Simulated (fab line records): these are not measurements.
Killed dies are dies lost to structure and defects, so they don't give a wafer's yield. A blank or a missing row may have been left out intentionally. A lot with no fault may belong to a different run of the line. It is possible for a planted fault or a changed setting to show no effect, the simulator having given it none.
fab line records	flow gf180mcu	part 1 of 2: steps 1 to 34 of 46
[record] lots = 5	wafers = 15	last_day = 34
route steps=602 shown VT_IMPLANT@113 MVSD@136 NWELL@137 LVPWELL@138 MVPSD@139 DUAL_GATE@141 POLY_GATE@157
lots that met no fault: from a run of the same line without faults
start_h: start of the lot's first displayed wafer, in hours after the record's first day	wait_h: hours since the lot's step before	" repeats the value in the row above	L1.1+2: a single row standing in for several wafers	- no value present, or no start provided	* or withheld: withheld	< > ~ a bound
route shown NAME@n: a module of which the file shows steps, and the number in the route of the first	usual: mean/standard deviation taken from wafers without a fault	same: alike in all rows	chamber/n: place in a boat	sites: per-site readings	_std_site: how widely they spread, as a standard deviation	_edge_site: mean of outer sites minus mean of inner sites	radius_mm: how far each site lies from the wafer's centre	mask NAME#n: copy n	behind: the most recent tool/chamber to have shaped the wafer	hold: the reason the lot was held/the length of the hold in hours/how it ended	device: the transistor (n, p or np) that didn't switch	end of line: tests of these same wafers at the route's end	a step with no rows: only its recipe	killed: the dies lost at the first sort to structure and to defects; this is not the yield of the wafer	map: the dies of a wafer, with x for killed, . for not killed, _ for no die there
set.NAME: the setting as run; set.NAME@STEP: as run at that earlier step	model.NAME: the simulator's own value behind a step, which no gauge read
lots seen at some steps along the route; tables by step, rows by wafer
services: the hour from which a tool's chamber was out of use, counted from the record's first day as start_h (under 0 if before that day), plus the number of hours and why
[[steps]]
[step GF_VT_IMPLANT_HMDS_23]
[recipe] prime_time_s = 60	prime_temp_c = 120
lot.wafer	tool	chamber	start_h	wait_h
L074.2+3+4	litho_track-04	0	131.33	0.1
L091.1+2+5	litho_track-04	0	250.81	0.1
L094.3+5+6	litho_track-04	0	261.76	0.1
L095.1+3+4	litho_track-03	0	264.99	0.1
L096.1+2+5	litho_track-02	0	273.94	0.1
[step GF_VT_IMPLANT_COAT_24]
[recipe] resist = NOVOLAK	spin_rpm = 2958	resist_thk_nm = 1000
lot.wafer	tool	chamber	start_h	wait_h
L074.2+3+4	litho_track-04	0	131.48	0.1
L091.1+2+5	litho_track-04	0	250.96	0.1
L094.3+5+6	litho_track-04	0	261.91	0.1
L095.1+3+4	litho_track-03	0	265.14	0.1
L096.1+2+5	litho_track-02	0	274.09	0.1
[step GF_VT_IMPLANT_SOFTBAKE_25]
[recipe] temp_c = 90	time_s = 60	resist = NOVOLAK
lot.wafer	tool	chamber	start_h	wait_h
L074.2+3+4	litho_track-04	0	131.63	0.1
L091.1+2+5	litho_track-04	0	251.11	0.1
L094.3+5+6	litho_track-04	0	262.06	0.1
L095.1+3+4	litho_track-03	0	265.29	0.1
L096.1+2+5	litho_track-02	0	274.24	0.1
[step GF_VT_IMPLANT_EXPOSE_26]
[recipe] mask_id = LVPWELL_HV_AREA	target_cd_nm = 860	na = 0.6	source_shape = conventional	sigma_outer = 0.6	dose_mj = 140
lot.wafer	tool	chamber	start_h	wait_h	mask
L074.2+3+4	iline_stepper-01	0	-	-	LVPWELL_HV_AREA#0
L091.1+2+5	iline_stepper-01	0	-	-	LVPWELL_HV_AREA#0
L094.3+5+6	iline_stepper-01	0	-	-	LVPWELL_HV_AREA#0
L095.1+3+4	iline_stepper-02	0	-	-	LVPWELL_HV_AREA#0
L096.1+2+5	iline_stepper-01	0	-	-	LVPWELL_HV_AREA#0
[step GF_VT_IMPLANT_PEB_27]
[recipe] temp_c = withheld	time_s = *	resist = NOVOLAK
lot.wafer	tool	chamber	start_h	wait_h
L074.2+3+4	litho_track-02	0	-	-
L091.1+2+5	litho_track-04	0	-	-
L094.3+5+6	litho_track-02	0	-	-
L095.1+3+4	litho_track-02	0	-	-
L096.1+2+5	litho_track-03	0	-	-
[step GF_VT_IMPLANT_DEVELOP_28]
[recipe] develop_time_s = 60	dev_temp_c = 23
lot.wafer	tool	chamber	start_h	wait_h
L074.2+3+4	litho_track-02	0	139.87	0.1
L091.1+2+5	litho_track-04	0	260.01	0.1
L094.3+5+6	litho_track-02	0	271.94	0.1
L095.1+3+4	litho_track-02	0	275.29	0.1
L096.1+2+5	litho_track-03	0	283.79	0.1
[step GF_VT_IMPLANT_OVL_MEAS_29]
[usual] VT_IMPLANT_02_OVL = 0.2/1.4
lot.wafer	tool	chamber	start_h	wait_h	VT_IMPLANT_02_OVL[nm]
L074.2	overlay-02	-	140.00	0.1	0.2
L074.3	"	-	"	"	-0.2
L074.4	"	-	"	"	-1.5
L091.1	overlay-02	-	260.16	0.1	0.4
L091.2	"	-	"	"	1.8
L091.5	"	-	"	"	0.2
L094.3	overlay-01	-	272.05	0.1	0.3
L094.5	"	-	"	"	1.6
L094.6	"	-	"	"	0.2
L095.1	overlay-01	-	275.44	0.1	1.1
L095.3	"	-	"	"	-0.9
L095.4	"	-	"	"	-1.2
L096.1	overlay-02	-	283.94	0.1	1.4
L096.2	"	-	"	"	1.4
L096.5	"	-	"	"	0.5
[step GF_VT_IMPLANT_IMPLANT_30]
[recipe] species = B	energy_kev = 25	dose_cm2 = 2.534e+12	tilt_deg = 7
lot.wafer	tool	chamber	start_h	wait_h
L074.2+3+4	implanter-02	0	140.05	0.0
L091.1+2+5	implanter-02	0	260.19	0.0
L094.3+5+6	implanter-03	0	272.13	0.1
L095.1+3+4	implanter-03	0	275.48	0.0
L096.1+2+5	implanter-02	0	283.98	0.0
[step GF_VT_IMPLANT_STRIP_31]
[recipe] chemistry = O2/N2	power_w = 1400	pressure_mtorr = 1500	platen_temp_c = 250	o2_flow_sccm = 3000	n2_flow_sccm = 300	overash_fraction = 0.5
[usual] drypump_motor_current_A = 6.0/0.41	heater_power_w = 358/37	oes_product_au = 0.716/0.0043	strip_time_to_endpoint_s = 12.72/0.037
lot.wafer	tool	chamber	start_h	wait_h	drypump_motor_current_A	heater_power_w	oes_product_au	rf_hours_counter_h	strip_time_to_endpoint_s
L074.2	plasma_asher-04	1	140.18	0.1	6.2	326	0.723	51	12.69
L074.3	"	0	"	"	6.1	310	0.717	-	12.71
L074.4	"	1	"	"	6.3	324	0.714	-	12.72
L091.1	plasma_asher-04	0	260.34	0.1	6.1	316	0.719	64	12.67
L091.2	"	1	"	"	6.2	331	0.708	64	12.71
L091.5	"	0	"	"	6.1	318	0.722	-	12.73
L094.3	plasma_asher-03	0	272.26	0.1	5.2	365	0.724	-	12.67
L094.5	"	1	"	"	6.1	332	0.718	-	12.68
L094.6	"	0	"	"	5.2	355	0.708	-	12.71
L095.1	plasma_asher-02	1	275.63	0.1	6.5	395	0.715	17	12.72
L095.3	"	0	"	"	6.0	398	0.715	-	12.68
L095.4	"	1	"	"	6.6	409	0.718	-	12.68
L096.1	plasma_asher-02	1	284.13	0.1	6.6	407	0.719	18	12.78
L096.2	"	0	"	"	6.0	399	0.707	18	12.74
L096.5	"	0	"	"	6.0	394	0.720	-	12.74
[step GF_VT_IMPLANT_TW_MEAS_32]
[usual] VT_IMPLANT_3_TW = 267.5/2.8
lot.wafer	tool	chamber	start_h	wait_h	VT_IMPLANT_3_TW
L074.2	film_metro-04	-	140.29	0.1	260.9
L074.3	"	-	"	"	263.2
L074.4	"	-	"	"	263.5
L091.1	film_metro-04	-	260.47	0.1	264.9
L091.2	"	-	"	"	263.3
L091.5	"	-	"	"	262.8
L094.3	film_metro-02	-	272.35	0.1	265.5
L094.5	"	-	"	"	267.2
L094.6	"	-	"	"	266.1
L095.1	film_metro-01	-	275.73	0.1	265.2
L095.3	"	-	"	"	266.7
L095.4	"	-	"	"	265.7
L096.1	film_metro-02	-	284.26	0.1	264.3
L096.2	"	-	"	"	265.4
L096.5	"	-	"	"	264.9
[step GF_VT_IMPLANT_DEHYDRATE_33]
[recipe] temp_c = 200	time_s = 60
lot.wafer	tool	chamber	start_h	wait_h
L074.2+3+4	litho_track-02	0	147.62	7.3
L091.1+2+5	litho_track-03	0	270.14	9.7
L094.3+5+6	litho_track-04	0	281.41	9.0
L095.1+3+4	litho_track-03	0	284.59	8.9
L096.1+2+5	litho_track-02	0	293.59	9.3
[step GF_VT_IMPLANT_HMDS_34]
[recipe] prime_time_s = 60	prime_temp_c = 120
lot.wafer	tool	chamber	start_h	wait_h
L074.2+3+4	litho_track-02	0	147.77	0.1
L091.1+2+5	litho_track-03	0	270.29	0.1
L094.3+5+6	litho_track-04	0	281.56	0.1
L095.1+3+4	litho_track-03	0	284.74	0.1
L096.1+2+5	litho_track-02	0	293.74	0.1
[step GF_VT_IMPLANT_COAT_35]
[recipe] resist = NOVOLAK	spin_rpm = 2947	resist_thk_nm = 1000
lot.wafer	tool	chamber	start_h	wait_h
L074.2+3+4	litho_track-02	0	147.92	0.1
L091.1+2+5	litho_track-03	0	270.44	0.1
L094.3+5+6	litho_track-04	0	281.71	0.1
L095.1+3+4	litho_track-03	0	284.89	0.1
L096.1+2+5	litho_track-02	0	293.89	0.1
[step GF_VT_IMPLANT_SOFTBAKE_36]
[recipe] temp_c = 90	time_s = 60	resist = NOVOLAK
lot.wafer	tool	chamber	start_h	wait_h
L074.2+3+4	litho_track-02	0	148.07	0.1
L091.1+2+5	litho_track-03	0	270.59	0.1
L094.3+5+6	litho_track-04	0	281.86	0.1
L095.1+3+4	litho_track-03	0	285.04	0.1
L096.1+2+5	litho_track-02	0	294.04	0.1
[step GF_VT_IMPLANT_EXPOSE_37]
[recipe] mask_id = Nwell_HV_AREA	target_cd_nm = 860	na = 0.6	source_shape = conventional	sigma_outer = 0.6	dose_mj = 140
lot.wafer	tool	chamber	start_h	wait_h	mask
L074.2+3+4	iline_stepper-02	0	-	-	Nwell_HV_AREA#0
L091.1+2+5	iline_stepper-02	0	-	-	Nwell_HV_AREA#0
L094.3+5+6	iline_stepper-02	0	-	-	Nwell_HV_AREA#0
L095.1+3+4	iline_stepper-01	0	-	-	Nwell_HV_AREA#0
L096.1+2+5	iline_stepper-01	0	-	-	Nwell_HV_AREA#0
[step GF_VT_IMPLANT_PEB_38]
[recipe] temp_c = withheld	time_s = *	resist = NOVOLAK
lot.wafer	tool	chamber	start_h	wait_h
L074.2+3+4	litho_track-02	0	-	-
L091.1+2+5	litho_track-04	0	-	-
L094.3+5+6	litho_track-03	0	-	-
L095.1+3+4	litho_track-04	0	-	-
L096.1+2+5	litho_track-03	0	-	-
[step GF_VT_IMPLANT_DEVELOP_39]
[recipe] develop_time_s = 60	dev_temp_c = 23
lot.wafer	tool	chamber	start_h	wait_h
L074.2+3+4	litho_track-02	0	156.82	0.1
L091.1+2+5	litho_track-04	0	280.21	0.1
L094.3+5+6	litho_track-03	0	291.34	0.1
L095.1+3+4	litho_track-04	0	295.16	0.1
L096.1+2+5	litho_track-03	0	303.29	0.1
[step GF_VT_IMPLANT_OVL_MEAS_40]
[usual] VT_IMPLANT_03_OVL = 0.7/1.3
lot.wafer	tool	chamber	start_h	wait_h	VT_IMPLANT_03_OVL[nm]
L074.2	overlay-02	-	156.95	0.1	2.0
L074.3	"	-	"	"	3.1
L074.4	"	-	"	"	2.7
L091.1	overlay-01	-	280.36	0.1	0.8
L091.2	"	-	"	"	1.0
L091.5	"	-	"	"	0.9
L094.3	overlay-02	-	291.45	0.1	1.8
L094.5	"	-	"	"	3.6
L094.6	"	-	"	"	2.4
L095.1	overlay-02	-	295.31	0.1	0.6
L095.3	"	-	"	"	-0.6
L095.4	"	-	"	"	0.0
L096.1	overlay-01	-	303.44	0.1	-0.2
L096.2	"	-	"	"	-0.2
L096.5	"	-	"	"	0.1
[step GF_VT_IMPLANT_IMPLANT_41]
[recipe] species = As	energy_kev = 70	dose_cm2 = 1.013e+12	tilt_deg = 7
lot.wafer	tool	chamber	start_h	wait_h
L074.2+3+4	implanter-03	0	157.00	0.0
L091.1+2+5	implanter-04	0	280.39	0.0
L094.3+5+6	implanter-02	0	291.53	0.1
L095.1+3+4	implanter-03	0	295.34	0.0
L096.1+2+5	implanter-03	0	303.48	0.0
[step GF_VT_IMPLANT_STRIP_42]
[recipe] chemistry = O2/N2	power_w = 1400	pressure_mtorr = 1500	platen_temp_c = 250	o2_flow_sccm = 3000	n2_flow_sccm = 300	overash_fraction = 0.5
[usual] drypump_motor_current_A = 6.0/0.4	heater_power_w = 351/36	oes_product_au = 0.717/0.0049	strip_time_to_endpoint_s = 12.728/0.028
lot.wafer	tool	chamber	start_h	wait_h	drypump_motor_current_A	heater_power_w	oes_product_au	rf_hours_counter_h	strip_time_to_endpoint_s
L074.2	plasma_asher-03	0	157.13	0.1	5.2	359	0.717	48	12.732
L074.3	"	0	"	"	5.1	370	0.718	-	12.717
L074.4	"	1	"	"	6.1	328	0.714	-	12.720
L091.1	plasma_asher-04	1	280.54	0.1	6.2	323	0.711	66	12.757
L091.2	"	0	"	"	6.1	308	0.714	66	12.753
L091.5	"	1	"	"	6.3	332	0.718	-	12.678
L094.3	plasma_asher-02	0	291.66	0.1	6.0	396	0.727	-	12.780
L094.5	"	0	"	"	6.0	392	0.721	-	12.741
L094.6	"	1	"	"	6.6	422	0.719	-	12.761
L095.1	plasma_asher-04	1	295.49	0.1	6.3	327	0.721	67	12.687
L095.3	"	1	"	"	6.2	320	0.718	-	12.695
L095.4	"	0	"	"	6.1	315	0.715	-	12.730
L096.1	plasma_asher-03	0	303.63	0.1	5.2	362	0.717	63	12.698
L096.2	"	1	"	"	6.1	336	0.717	63	12.742
L096.5	"	1	"	"	6.1	326	0.715	-	12.701
[step GF_VT_IMPLANT_TW_MEAS_43]
[usual] VT_IMPLANT_4_TW = 685/7.3
lot.wafer	tool	chamber	start_h	wait_h	VT_IMPLANT_4_TW
L074.2	film_metro-02	-	157.24	0.1	689
L074.3	"	-	"	"	693
L074.4	"	-	"	"	692
L091.1	film_metro-01	-	280.64	0.1	680
L091.2	"	-	"	"	680
L091.5	"	-	"	"	683
L094.3	film_metro-02	-	291.75	0.1	685
L094.5	"	-	"	"	686
L094.6	"	-	"	"	684
L095.1	film_metro-01	-	295.59	0.1	684
L095.3	"	-	"	"	679
L095.4	"	-	"	"	683
L096.1	film_metro-04	-	303.73	0.1	676
L096.2	"	-	"	"	676
L096.5	"	-	"	"	680
[step GF_VT_IMPLANT_CLEAN_44]
[recipe] chemistry = SC1/SC2	mix = 1:4:20	temp_c = 70	time_s = 150	dry = n2_spin
lot.wafer	tool	chamber	start_h	wait_h
L074.2+3+4	wet_bench-02	2	157.29	0.0
L091.1+2+5	wet_bench-04	3	280.70	0.1
L094.3+5+6	wet_bench-03	2	291.79	0.0
L095.1+3+4	wet_bench-04	3	295.65	0.1
L096.1+2+5	wet_bench-04	3	303.79	0.1
[step GF_VT_IMPLANT_RTA_45]
[recipe] temp_c = 1050	time_s = 30	ambient = N2
[usual] lamp_power_pct = 33.6/1.6	wafer_temp_C_max = 1054.7/1.7
lot.wafer	tool	chamber	start_h	wait_h	lamp_power_pct	wafer_temp_C_max
L074.2	rtp_anneal-01	0	157.36	0.0	35.5	1056.9
L074.3	"	0	"	"	35.4	1057.8
L074.4	"	0	"	"	35.5	1057.0
L091.1	rtp_anneal-02	0	280.76	0.0	32.2	1054.0
L091.2	"	0	"	"	32.3	1052.9
L091.5	"	0	"	"	32.2	1053.1
L094.3	rtp_anneal-02	0	291.87	0.0	32.3	1053.8
L094.5	"	0	"	"	32.2	1054.2
L094.6	"	0	"	"	32.2	1054.8
L095.1	rtp_anneal-01	0	295.71	0.0	35.5	1058.3
L095.3	"	0	"	"	35.5	1057.0
L095.4	"	0	"	"	35.4	1056.4
L096.1	rtp_anneal-02	0	303.84	0.0	32.2	1053.6
L096.2	"	0	"	"	32.3	1052.8
L096.5	"	0	"	"	32.3	1054.1
[step GF_VT_IMPLANT_RS_MEAS_46]
[recipe] thk_meas_gauge = four-point-probe
[usual] MVSD_RS = 457.1/1
lot.wafer	tool	chamber	start_h	wait_h	MVSD_RS[ohm/sq]
L074.2	film_metro-04	-	157.46	0.1	456.7
L074.3	"	-	"	"	456.1
L074.4	"	-	"	"	456.7
L091.1	film_metro-01	-	280.86	0.1	458.2
L091.2	"	-	"	"	458.7
L091.5	"	-	"	"	458.6
L094.3	film_metro-01	-	291.98	0.1	457.5
L094.5	"	-	"	"	459.1
L094.6	"	-	"	"	458.4
L095.1	film_metro-01	-	295.81	0.1	456.9
L095.3	"	-	"	"	456.6
L095.4	"	-	"	"	456.4
L096.1	film_metro-01	-	303.94	0.1	458.3
L096.2	"	-	"	"	458.7
L096.5	"	-	"	"	457.6
[step GF_VT_IMPLANT_RS_MEAS_47]
[recipe] thk_meas_gauge = four-point-probe
[usual] NWELL_RS = 488.0/1.2
lot.wafer	tool	chamber	start_h	wait_h	NWELL_RS[ohm/sq]
L074.2	film_metro-04	-	157.58	0.1	487.1
L074.3	"	-	"	"	485.6
L074.4	"	-	"	"	486.8
L091.1	film_metro-01	-	280.98	0.1	488.9
L091.2	"	-	"	"	488.2
L091.5	"	-	"	"	486.3
L094.3	film_metro-01	-	292.10	0.1	490.2
L094.5	"	-	"	"	490.2
L094.6	"	-	"	"	490.1
L095.1	film_metro-01	-	295.93	0.1	488.1
L095.3	"	-	"	"	488.1
L095.4	"	-	"	"	488.3
L096.1	film_metro-01	-	304.06	0.1	487.9
L096.2	"	-	"	"	487.3
L096.5	"	-	"	"	486.2
[step GF_VT_IMPLANT_RS_MEAS_48]
[recipe] thk_meas_gauge = four-point-probe
[usual] LVPWELL_RS = 1197.8/2.8
lot.wafer	tool	chamber	start_h	wait_h	LVPWELL_RS[ohm/sq]
L074.2	film_metro-04	-	157.70	0.1	1196.5
L074.3	"	-	"	"	1198.9
L074.4	"	-	"	"	1198.4
L091.1	film_metro-01	-	281.10	0.1	1196.1
L091.2	"	-	"	"	1198.1
L091.5	"	-	"	"	1199.7
L094.3	film_metro-01	-	292.22	0.1	1195.8
L094.5	"	-	"	"	1198.0
L094.6	"	-	"	"	1194.5
L095.1	film_metro-01	-	296.05	0.1	1198.4
L095.3	"	-	"	"	1194.9
L095.4	"	-	"	"	1197.3
L096.1	film_metro-01	-	304.18	0.1	1195.5
L096.2	"	-	"	"	1195.8
L096.5	"	-	"	"	1198.3
[step GF_VT_IMPLANT_RS_MEAS_49]
[recipe] thk_meas_gauge = four-point-probe
[usual] MVPSD_RS = 1169.1/2.5
lot.wafer	tool	chamber	start_h	wait_h	MVPSD_RS[ohm/sq]
L074.2	film_metro-04	-	157.82	0.1	1171.9
L074.3	"	-	"	"	1170.0
L074.4	"	-	"	"	1169.6
L091.1	film_metro-01	-	281.22	0.1	1170.8
L091.2	"	-	"	"	1168.1
L091.5	"	-	"	"	1168.3
L094.3	film_metro-01	-	292.34	0.1	1172.3
L094.5	"	-	"	"	1173.7
L094.6	"	-	"	"	1169.4
L095.1	film_metro-01	-	296.17	0.1	1169.9
L095.3	"	-	"	"	1172.0
L095.4	"	-	"	"	1170.1
L096.1	film_metro-01	-	304.30	0.1	1169.1
L096.2	"	-	"	"	1168.9
L096.5	"	-	"	"	1168.8
[step GF_VT_IMPLANT_WET_ETCH_50]
[recipe] chemistry = dHF	target_depth_nm = 20	target = SiO2	temp_c = 25	dilution = 100:1	time_s = 400
lot.wafer	tool	chamber	start_h	wait_h
L074.2+3+4	wet_bench-04	0	157.92	0.1
L091.1+2+5	wet_bench-04	2	281.34	0.1
L094.3+5+6	wet_bench-04	3	292.42	0.1
L095.1+3+4	wet_bench-03	0	296.56	0.4
L096.1+2+5	wet_bench-02	1	304.42	0.1
[step GF_DUAL_GATE_CLEAN_00]
[recipe] chemistry = SC1/SC2	mix = 1:4:20	temp_c = 70	time_s = 150
lot.wafer	tool	chamber	start_h	wait_h
L074.2+3+4	wet_bench-03	2	158.04	0.0
L091.1+2+5	wet_bench-03	3	281.46	0.0
L094.3+5+6	wet_bench-03	0	292.55	0.0
L095.1+3+4	wet_bench-04	3	296.72	0.0
L096.1+2+5	wet_bench-04	3	304.65	0.0
[step GF_DUAL_GATE_CLEAN_01]
[recipe] chemistry = dHF	time_s = 20	dilution = 100:1	dry = ipa_marangoni
lot.wafer	tool	chamber	start_h	wait_h
L074.2+3+4	wet_bench-02	1	158.14	0.0
L091.1+2+5	wet_bench-02	3	281.51	0.0
L094.3+5+6	wet_bench-04	1	292.60	0.0
L095.1+3+4	wet_bench-03	0	296.81	0.0
L096.1+2+5	wet_bench-02	3	304.70	0.0
[step GF_DUAL_GATE_OXIDATION_02]
[recipe] temp_c = 900	ambient = O2	stabilise_s = 600	purge_s = 300	target_thk_a = 108.87	ox_time_s = 1602
[usual] spike_tc_lower_C = 899.9/1.6	spike_tc_top_C = 909.6/1.5
[same] ox_time_s = 1602	purge_s = 300
lot.wafer	tool	chamber	start_h	wait_h	spike_tc_lower_C	spike_tc_top_C
L074.2	furnace-01	0	159.14	1.0	898.9	907.1
L074.3	"	0	"	"	898.7	909.8
L074.4	"	0	"	"	897.3	905.5
L091.1	furnace-02	0	281.52	0.0	900.9	910.4
L091.2	"	0	"	"	900.9	912.3
L091.5	"	0	"	"	901.7	910.4
L094.3	furnace-01	0	292.62	0.0	899.1	907.1
L094.5	"	0	"	"	895.3	907.9
L094.6	"	0	"	"	897.6	908.8
L095.1	furnace-02	0	297.33	0.5	901.2	908.6
L095.3	"	0	"	"	900.1	910.9
L095.4	"	0	"	"	901.4	911.0
L096.1	furnace-02	0	305.18	0.4	899.2	910.7
L096.2	"	0	"	"	900.6	909.9
L096.5	"	0	"	"	901.0	911.0
[step GF_DUAL_GATE_THK_MEAS_03]
[recipe] reads = SiO2_of_DUAL_GATE_OXIDATION_02
[usual] DUAL_GATE_OXIDATION_00_THK = 10.90/0.23
lot.wafer	tool	chamber	start_h	wait_h	DUAL_GATE_OXIDATION_00_THK[nm]
L074.2	film_metro-03	-	160.60	0.0	10.55
L074.3	"	-	"	"	10.67
L074.4	"	-	"	"	10.78
L091.1	film_metro-04	-	282.97	0.0	11.32
L091.2	"	-	"	"	11.18
L091.5	"	-	"	"	11.35
L094.3	film_metro-03	-	294.09	0.0	10.78
L094.5	"	-	"	"	10.83
L094.6	"	-	"	"	11.15
L095.1	film_metro-02	-	298.77	0.0	10.99
L095.3	"	-	"	"	10.95
L095.4	"	-	"	"	11.01
L096.1	film_metro-02	-	306.62	0.0	11.06
L096.2	"	-	"	"	11.09
L096.5	"	-	"	"	10.96
[step GF_DUAL_GATE_DEHYDRATE_04]
[recipe] temp_c = 200	time_s = 60
lot.wafer	tool	chamber	start_h	wait_h
L074.2+3+4	litho_track-01	0	167.88	7.3
L091.1+2+5	litho_track-04	0	292.86	9.9
L094.3+5+6	litho_track-01	0	303.11	9.0
L095.1+3+4	litho_track-01	0	308.56	9.8
L096.1+2+5	litho_track-03	0	316.94	10.3
[step GF_DUAL_GATE_HMDS_05]
[recipe] prime_time_s = 60	prime_temp_c = 120
lot.wafer	tool	chamber	start_h	wait_h
L074.2+3+4	litho_track-01	0	168.03	0.1
L091.1+2+5	litho_track-04	0	293.01	0.1
L094.3+5+6	litho_track-01	0	303.26	0.1
L095.1+3+4	litho_track-01	0	308.71	0.1
L096.1+2+5	litho_track-03	0	317.09	0.1
